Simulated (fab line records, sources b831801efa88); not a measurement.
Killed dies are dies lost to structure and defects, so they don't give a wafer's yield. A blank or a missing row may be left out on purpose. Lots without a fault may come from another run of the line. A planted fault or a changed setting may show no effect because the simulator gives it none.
Which tool did it? | flow gf180mcu | 10 lots, 30 wafers sampled, at 5 steps of a route of 602

WHAT THE GAUGES READ, wafer by wafer
GF_V2_RS_MEAS_24: measures by four-point-probe. Usual: V2_W_RS 0.328 ohm/sq, standard deviation 0.0032.
lot  | measured     | on            | V2_W_RS (ohm/sq)                    | flag
L577 | day 20 08:08 | film_metro-02 | 0.325 0.329 0.325                   |
L579 | day 21 03:20 | film_metro-02 | 0.362 0.362 0.360 0.361 0.362 0.360 | OFF
L581 | day 21 19:55 | film_metro-02 | 0.367 0.372 0.368 0.368 0.372 0.367 | OFF
L591 | day 25 14:05 | film_metro-03 | 0.329 0.332 0.329                   |
L594 | day 26 07:33 | film_metro-03 | 0.331 0.327 0.332                   |
L595 | day 26 17:42 | film_metro-02 | 0.327 0.328 0.328                   |
L596 | day 26 22:56 | film_metro-04 | 0.323 0.328 0.326                   |
L597 | day 27 06:16 | film_metro-02 | 0.326 0.324 0.328                   |
L598 | day 27 11:38 | film_metro-04 | 0.327 0.329 0.328                   |
L599 | day 27 18:05 | film_metro-03 | 0.326 0.325 0.324                   |

GF_V2_THK_MEAS_25: measures by xrf. Usual: V2_W_THK 360 nm, standard deviation 4.5.
lot  | measured     | on            | V2_W_THK (nm)           | flag
L577 | day 20 08:15 | film_metro-02 | 364 361 362             |
L579 | day 21 04:51 | film_metro-02 | 327 327 328 328 327 329 | OFF
L581 | day 21 23:30 | film_metro-02 | 320 316 321 320 318 321 | OFF
L591 | day 25 14:12 | film_metro-03 | 351 349 352             |
L594 | day 26 07:40 | film_metro-03 | 356 361 355             |
L595 | day 26 17:49 | film_metro-02 | 358 359 359             |
L596 | day 26 23:02 | film_metro-04 | 363 357 365             |
L597 | day 27 06:23 | film_metro-02 | 359 361 356             |
L598 | day 27 11:44 | film_metro-04 | 357 359 357             |
L599 | day 27 18:12 | film_metro-03 | 361 362 363             |

WHICH TOOL RAN EACH LOT (tool, then ch and the chambers of the sampled wafers, then the start)
lot  | GF_M2_SPUTTER_03             | GF_V2_CMP_04                  | GF_V2_CVD_23
L577 | pvd_sputter-04, day 18 04:46 | cmp-02 ch 0,1,3, day 19 05:40 | cvd_w-01 ch 0,1, day 20 08:01
L579 | pvd_sputter-01, day 18 23:44 | cmp-02 ch 0,3, day 20 01:14   | cvd_w-01 ch 0,1, day 21 03:13
L581 | pvd_sputter-02, day 19 16:27 | cmp-02 ch 0,2, day 20 18:29   | cvd_w-01 ch 0,1, day 21 19:48
L591 | pvd_sputter-01, day 23 14:51 | cmp-01 ch 1,2,3, day 24 15:00 | cvd_w-02 ch 0,1, day 25 13:58
L594 | pvd_sputter-02, day 24 09:50 | cmp-02 ch 0,2,3, day 25 08:59 | cvd_w-01 ch 0,1, day 26 07:26
L595 | pvd_sputter-02, day 24 20:50 | cmp-01 ch 2,3, day 25 19:16   | cvd_w-02 ch 0,1, day 26 17:34
L596 | pvd_sputter-02, day 25 02:16 | cmp-01 ch 0,1,3, day 26 01:03 | cvd_w-01 ch 0,1, day 26 22:49
L597 | pvd_sputter-02, day 25 10:07 | cmp-01 ch 2,3, day 26 08:14   | cvd_w-02 ch 0,1, day 27 06:10
L598 | pvd_sputter-02, day 25 15:17 | cmp-01 ch 0,1, day 26 13:14   | cvd_w-02 ch 0,1, day 27 11:32
L599 | pvd_sputter-04, day 25 22:59 | cmp-01 ch 0,1, day 26 21:02   | cvd_w-01 ch 0,1, day 27 17:58
- GF_M2_SPUTTER_03: material Ti, target thk 10 nm, time 6.7 s.
- GF_V2_CMP_04: polishes SiO2.
- GF_V2_CVD_23: deposits W, target thk 350 nm, time 104.94 s.

WHAT THE TOOLS THEMSELVES READ (means of the sampled wafers that have a number; where no wafer has one, the mark that the record gives instead)
GF_M2_SPUTTER_03. Usual: throttle_valve_pct 29.2 %, standard deviation 0.84.
lot  | tool           | throttle_valve_pct (%) | flag
L577 | pvd_sputter-04 | 29.9                   |
L579 | pvd_sputter-01 | 28.8                   |
L581 | pvd_sputter-02 | 29.7                   |
L591 | pvd_sputter-01 | 29.0                   |
L594 | pvd_sputter-02 | 29.2                   |
L595 | pvd_sputter-02 | 29.9                   |
L596 | pvd_sputter-02 | 29.7                   |
L597 | pvd_sputter-02 | 29.8                   |
L598 | pvd_sputter-02 | 29.9                   |
L599 | pvd_sputter-04 | 30.1                   |

GF_V2_CMP_04. Usual: edge_zone_pressure_frac 1.001, standard deviation 0.0045; motor_current_A 11.2 A, standard deviation 1; time_to_endpoint_s 82 s, standard deviation 5.
lot  | tool   | edge_zone_pressure_frac | motor_current_A (A) | time_to_endpoint_s (s) | flag
L577 | cmp-02 | 1.000                   | 11.7                | 79                     |
L579 | cmp-02 | 0.998                   | 12.1                | 88                     |
L581 | cmp-02 | 1.003                   | 11.2                | 80                     |
L591 | cmp-01 | 1.004                   | 10.9                | 84                     |
L594 | cmp-02 | 1.001                   | 11.0                | 81                     |
L595 | cmp-01 | 1.001                   | 10.1                | 87                     |
L596 | cmp-01 | 1.002                   | 10.6                | 81                     |
L597 | cmp-01 | 0.997                   | 10.5                | 82                     |
L598 | cmp-01 | 1.003                   | 10.9                | 81                     |
L599 | cmp-01 | 1.003                   | 11.1                | 76                     |

GF_V2_CVD_23. Usual: heater_power_outer_w 519 W, standard deviation 26; heater_power_w 863 W, standard deviation 48; susceptor_temp_C 400.01 C, standard deviation 0.24.
lot  | tool     | heater_power_outer_w (W) | heater_power_w (W) | susceptor_temp_C (C) | flag
L577 | cvd_w-01 | 532                      | 873                | 400.04               |
L579 | cvd_w-01 | 500                      | 835                | 393.38               | OFF
L581 | cvd_w-01 | 487                      | 824                | 393.37               | OFF
L591 | cvd_w-02 | 532                      | 866                | 400.01               |
L594 | cvd_w-01 | 516                      | 866                | 399.96               |
L595 | cvd_w-02 | 525                      | 885                | 399.88               |
L596 | cvd_w-01 | 524                      | 868                | 400.00               |
L597 | cvd_w-02 | 522                      | 845                | 399.69               |
L598 | cvd_w-02 | 508                      | 845                | 399.97               |
L599 | cvd_w-01 | 531                      | 871                | 399.98               |

THE ANSWER, worked out from the rows above alone
Rule: a lot is off if the mean of its wafers that have a number lies more than 3 standard deviations from the usual mean. A lot without any number at a reading at which 4 lots or more have one is off too. The other lots that the step has rows for count as sound. The gauges are gone through in route order, then the tools' own readings, and for those a lot's mean is taken as printed above. The first step at which some lot is off is used, and at that step the reading that is off furthest; a lot without a number counts as furthest.
Off: L579, L581, at GF_V2_RS_MEAS_24 (V2_W_RS).
A tool fits if, at a process step before that reading, it ran every lot that is off, and no sound lot after the first of them. The gauges at GF_V2_RS_MEAS_24 aren't tried: what is off there is off at GF_V2_CVD_23 too, on other tools, and a gauge's error can't cause that. None of those tried fits.

WHAT THE SIMULATOR HAD PUT IN
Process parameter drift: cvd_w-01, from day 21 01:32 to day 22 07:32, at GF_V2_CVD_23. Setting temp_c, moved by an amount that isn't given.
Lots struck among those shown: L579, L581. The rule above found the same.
